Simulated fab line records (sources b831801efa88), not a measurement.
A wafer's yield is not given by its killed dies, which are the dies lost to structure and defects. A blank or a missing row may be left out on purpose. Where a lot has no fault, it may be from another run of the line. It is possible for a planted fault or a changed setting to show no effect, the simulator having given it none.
What tool caused it? + flow gf180mcu + 10 lots, 30 wafers sampled, at 6 steps of a route of 602

## WHAT THE GAUGES READ, wafer by wafer
GF_STI_THK_MEAS_22.
| lot  | measured    | on            | STI_OXIDATION_01_THK (nm) |
|------|-------------|---------------|---------------------------|
| L170 | day 2 03:40 | film-metro-01 | 15.21 15.46 15.59         |
| L172 | day 2 13:43 | film-metro-01 | 15.31 15.29 15.28         |
| L173 | day 2 23:23 | film-metro-04 | 14.96 15.01 15.29         |
| L175 | day 3 08:59 | film-metro-04 | 15.12 14.81 15.10         |
| L176 | day 3 14:40 | film-metro-01 | 15.27 15.36 15.40         |
| L181 | day 4 12:22 | film-metro-04 | 15.16 15.19 15.11         |
| L182 | day 4 17:35 | film-metro-01 | 14.96 15.18 14.86         |
| L183 | day 4 21:40 | film-metro-02 | 15.10 15.09 14.91         |
| L189 | day 6 07:46 | film-metro-04 | 14.83 14.91 14.99         |
| L192 | day 6 20:56 | film-metro-02 | 15.59 15.41 15.53         |

GF_LVPWELL_TW_MEAS_11.
| lot  | measured    | on            | LVPWELL_TW  |
|------|-------------|---------------|-------------|
| L170 | day 3 20:51 | film-metro-03 | 553 551 550 |
| L172 | day 4 09:29 | film-metro-03 | 552 552 553 |
| L173 | day 4 22:29 | film-metro-04 | 561 559 559 |
| L175 | day 5 06:23 | film-metro-04 | 559 560 560 |
| L176 | day 5 11:40 | film-metro-04 | 561 559 561 |
| L181 | day 6 12:41 | film-metro-02 | 561 564 564 |
| L182 | day 6 17:31 | film-metro-04 | 590 591 591 |
| L183 | day 6 22:01 | film-metro-02 | 598 598 596 |
| L189 | day 8 10:53 | film-metro-03 | 551 549 545 |
| L192 | day 9 02:31 | film-metro-03 | 583 579 580 |

GF_VT_IMPLANT_RS_MEAS_48: the measuring method here is four-point-probe.
| lot  | measured     | on            | LVPWELL_RS (ohm/sq) |
|------|--------------|---------------|---------------------|
| L170 | day 7 14:49  | film-metro-04 | 1198 1197 1200      |
| L172 | day 8 06:32  | film-metro-03 | 1196 1198 1198      |
| L173 | day 8 20:32  | film-metro-04 | 1196 1196 1197      |
| L175 | day 9 05:38  | film-metro-02 | 1197 1199 1196      |
| L176 | day 9 10:35  | film-metro-03 | 1195 1194 1193      |
| L181 | day 10 17:08 | film-metro-04 | 1201 1198 1200      |
| L182 | day 10 22:40 | film-metro-04 | 1027 1031 1028      |
| L183 | day 11 04:20 | film-metro-03 | 1030 1028 1032      |
| L189 | day 12 23:53 | film-metro-04 | 1201 1203 1197      |
| L192 | day 13 18:43 | film-metro-02 | 1030 1032 1030      |

## TOOL THAT RAN EACH LOT (tool first, then ch and the chambers of the sampled wafers, then the start)
| lot  | GF_LVPWELL_IMPLANT_09                                             | GF_VT_IMPLANT_STRIP_09               | GF_VT_IMPLANT_STRIP_20               |
|------|-------------------------------------------------------------------|--------------------------------------|--------------------------------------|
| L170 | implanter-03 ch 0, day 3 20:38                                    | plasma-asher-04 ch 0,1, day 5 14:49  | plasma-asher-01 ch 0,1, day 6 05:43  |
| L172 | implanter-03 ch 0, day 4 09:14                                    | plasma-asher-04 ch 0,1, day 6 05:14  | plasma-asher-01 ch 0,1, day 6 21:19  |
| L173 | implanter-03 ch 0, day 4 22:15                                    | plasma-asher-02 ch 0,1, day 6 19:11  | plasma-asher-04 ch 0,1, day 7 10:52  |
| L175 | implanter-04 ch 0, day 5 06:08                                    | plasma-asher-04 ch 0,1, day 7 04:23  | plasma-asher-01 ch 0,1, day 7 19:47  |
| L176 | implanter-03 ch 0, day 5 11:28                                    | plasma-asher-04 ch 0,1, day 7 08:17  | plasma-asher-02 ch 0,1, day 8 00:22  |
| L181 | implanter-01 ch 0, day 6 12:26                                    | plasma-asher-04 ch 0,1, day 8 13:11  | plasma-asher-02 ch 0,1, day 9 05:46  |
| L182 | implanter-01 ch 0, day 6 16:58                                    | plasma-asher-01 ch 0,1, day 8 17:14  | plasma-asher-04 ch 1, day 9 10:47    |
| L183 | implanter-01 ch 0, day 6 21:20                                    | plasma-asher-04 ch 0,1, day 8 22:14  | plasma-asher-01 ch 0,1, day 9 15:32  |
| L189 | implanter-04 ch 0, day 8 10:39                                    | plasma-asher-04 ch 0,1, day 10 15:31 | plasma-asher-04 ch 0,1, day 11 09:31 |
| L192 | implanter-04 ch 0, day 9 01:56 and implanter-01 ch 0, day 9 02:16 | plasma-asher-04 ch 0,1, day 11 07:38 | plasma-asher-02 ch 0,1, day 12 02:41 |
- GF_LVPWELL_IMPLANT_09
- GF_VT_IMPLANT_STRIP_09: strips in O2/N2.
- GF_VT_IMPLANT_STRIP_20: strips in O2/N2.

## WHAT THE TOOLS THEMSELVES READ (means of the sampled wafers that have a number; where no wafer has one, the mark that the record gives instead)
GF_LVPWELL_IMPLANT_09.
| lot  | tool                      | end-station-pressure-torr (Torr) | faraday-current-uA |
|------|---------------------------|----------------------------------|--------------------|
| L170 | implanter-03              | 4.80e-06                         | 28.1               |
| L172 | implanter-03              | 5.26e-06                         | 28.0               |
| L173 | implanter-03              | 4.95e-06                         | 28.2               |
| L175 | implanter-04              | 5.01e-06                         | 28.1               |
| L176 | implanter-03              | 4.90e-06                         | 28.9               |
| L181 | implanter-01              | 5.22e-06                         | 28.2               |
| L182 | implanter-01              | 5.04e-06                         | 28.0               |
| L183 | implanter-01              | 5.17e-06                         | 28.0               |
| L189 | implanter-04              | 4.94e-06                         | 27.7               |
| L192 | implanter-04/implanter-01 | 4.89e-06                         | 28.2               |

GF_VT_IMPLANT_STRIP_09.
| lot  | tool            | chamber-pressure-mTorr (mTorr) | drypump-motor-current-A (A) | heater-power-w (W) | n2-flow-sccm (sccm) | o2-flow-sccm (sccm) | oes-product-au (a.u.) | platen-temp-c (C) | strip-time-to-endpoint-s (s) |
|------|-----------------|--------------------------------|-----------------------------|--------------------|---------------------|---------------------|-----------------------|-------------------|------------------------------|
| L170 | plasma-asher-04 | 1499.2                         | 5.5                         | 311                | 300.2               | 2992                | 0.710                 | 249.84            | 12.64                        |
| L172 | plasma-asher-04 | 1501.0                         | 5.5                         | 306                | 299.3               | 2993                | 0.723                 | 250.10            | 12.64                        |
| L173 | plasma-asher-02 | 1499.7                         | 6.3                         | 316                | 300.4               | 2995                | 0.721                 | 250.10            | 12.62                        |
| L175 | plasma-asher-04 | 1499.0                         | 5.5                         | 313                | 300.1               | 3014                | 0.714                 | 250.11            | 12.65                        |
| L176 | plasma-asher-04 | 1500.4                         | 5.5                         | 312                | 300.5               | 3001                | 0.716                 | 250.20            | 12.63                        |
| L181 | plasma-asher-04 | 1498.4                         | 5.5                         | 308                | 300.5               | 3006                | 0.714                 | 250.02            | 12.66                        |
| L182 | plasma-asher-01 | 1500.4                         | 5.8                         | 332                | 300.4               | 3000                | 0.713                 | 250.06            | 12.66                        |
| L183 | plasma-asher-04 | 1499.8                         | 5.7                         | 318                | 300.9               | 2989                | 0.718                 | 249.95            | 12.65                        |
| L189 | plasma-asher-04 | 1499.2                         | 5.5                         | 302                | 299.8               | 2996                | 0.714                 | 249.90            | 12.64                        |
| L192 | plasma-asher-04 | 1499.8                         | 5.5                         | 308                | 300.7               | 3001                | 0.714                 | 249.91            | 12.69                        |

GF_VT_IMPLANT_STRIP_20.
| lot  | tool            | chamber-pressure-mTorr (mTorr) | drypump-motor-current-A (A) | heater-power-w (W) | n2-flow-sccm (sccm) | o2-flow-sccm (sccm) | oes-product-au (a.u.) | platen-temp-c (C) | strip-time-to-endpoint-s (s) |
|------|-----------------|--------------------------------|-----------------------------|--------------------|---------------------|---------------------|-----------------------|-------------------|------------------------------|
| L170 | plasma-asher-01 | 1500.0                         | 5.7                         | 336                | 299.1               | 2999                | 0.717                 | 250.05            | 12.58                        |
| L172 | plasma-asher-01 | 1500.2                         | 5.7                         | 339                | 299.6               | 3003                | 0.716                 | 249.94            | 12.67                        |
| L173 | plasma-asher-04 | 1499.4                         | 5.5                         | 307                | 300.8               | 2998                | 0.714                 | 250.10            | 12.66                        |
| L175 | plasma-asher-01 | 1501.9                         | 5.8                         | 330                | 300.3               | 2994                | 0.713                 | 249.96            | 12.65                        |
| L176 | plasma-asher-02 | 1500.5                         | 6.3                         | 315                | 300.0               | 2989                | 0.716                 | 249.83            | 12.66                        |
| L181 | plasma-asher-02 | 1498.6                         | 6.1                         | 301                | 299.7               | 3000                | 0.713                 | 250.01            | 12.67                        |
| L182 | plasma-asher-04 | 1500.6                         | 5.2                         | 300                | 299.4               | 2991                | 0.717                 | 250.12            | 12.65                        |
| L183 | plasma-asher-01 | 1499.7                         | 5.8                         | 329                | 298.8               | 2997                | 0.717                 | 250.04            | 12.64                        |
| L189 | plasma-asher-04 | 1502.4                         | 5.5                         | 306                | 300.3               | 2992                | 0.717                 | 249.95            | 12.67                        |
| L192 | plasma-asher-02 | 1499.3                         | 6.2                         | 317                | 300.5               | 2999                | 0.718                 | 249.99            | 12.69                        |

## THE ANSWER, worked out from the rows above alone
Rule: usual is defined by the lots themselves. The widest of any qualifying gaps counts: lots, ordered by their means at a reading, are off when they make up no more than a third of the lots, leave a main group of 4 or more, and stand apart from it by 3 or more times the standard deviation of that group's means. If all means in a main group match to the digits the tables above print for the reading, that group is not used. A lot without any number at a reading at which 4 lots or more have one is off too. Where the step has rows for the other lots, those lots are counted as sound. Order of review: gauges by route order, followed by the tools' own readings, for which a lot's mean as printed above is used. The first step at which some lot is off is used, and at that step the reading that is off furthest; a lot without a number counts as furthest.
Off: at GF_LVPWELL_TW_MEAS_11 (LVPWELL_TW), L182, L183, L192. The main group: mean 556, standard deviation 5.2.
If a tool, at a process step before that reading, ran all the lots that are off and no sound lot after the first of them, it fits. The gauges at GF_LVPWELL_TW_MEAS_11 are tried like those tools. One fits: implanter-01 at GF_LVPWELL_IMPLANT_09. Its last sound lot is L181 (day 6 12:26), its first lot that is off L182 (day 6 16:58): a fault that began between those two fits.

## WHAT THE SIMULATOR PUT IN
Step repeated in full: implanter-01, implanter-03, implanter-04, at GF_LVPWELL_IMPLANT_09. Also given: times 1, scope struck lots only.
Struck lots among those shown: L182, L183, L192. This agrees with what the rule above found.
